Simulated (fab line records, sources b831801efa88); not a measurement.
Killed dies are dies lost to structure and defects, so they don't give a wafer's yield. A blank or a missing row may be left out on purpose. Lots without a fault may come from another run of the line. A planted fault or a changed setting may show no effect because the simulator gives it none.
Chamber matching | flow sky130 | SKY_VIA1_CMP_24 on cmp-02: 4 sister chambers
The step polishes, stops on SiO2, t overpolish 15 s, target thk 0 nm. 4 wafers are shown with their chamber, then 8 later ones without.

WAFERS WITH THEIR CHAMBER
wafer  | chamber | motor_current_A (A)
L319.4 | 2       | 12.7
L319.6 | 1       | 12.3
L325.4 | 0       | 9.9
L326.1 | 3       | 11.8

WAFERS WITHOUT THEIR CHAMBER
wafer  | motor_current_A (A)
L326.4 | 9.9
L326.5 | 12.9
L328.4 | 9.9
L328.5 | 13.0
L328.6 | 9.8
L330.2 | 12.4
L330.3 | 9.7
L330.6 | 9.8

WHICH CHAMBER EACH WENT THROUGH
wafer  | from the rows above     | in truth
L326.4 | 0                       | 0
L326.5 | 2                       | 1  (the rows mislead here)
L328.4 | 0                       | 0
L328.5 | 2                       | 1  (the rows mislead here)
L328.6 | 0                       | 0
L330.2 | can't be placed: 1 or 2 | 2
L330.3 | 0                       | 0
L330.6 | 0                       | 0
Placed correctly: 5 of 8. Can't be placed from these rows: 1 (the true chamber is among the candidates in 1). Placed wrongly: 2.
How it was worked out, from the rows above alone: a wafer's distance from a chamber is the root of the sum, over the readings, of the square of ((its reading less the chamber's mean) divided by the reading's scatter). The wafer belongs to the nearest chamber; if the next one is less than 2 further off, it can't be placed. A chamber's mean is the mean of its shown wafers. The scatter: with one shown wafer a chamber, the root of the mean of the squares of how far each hidden wafer lies from its nearest shown one.
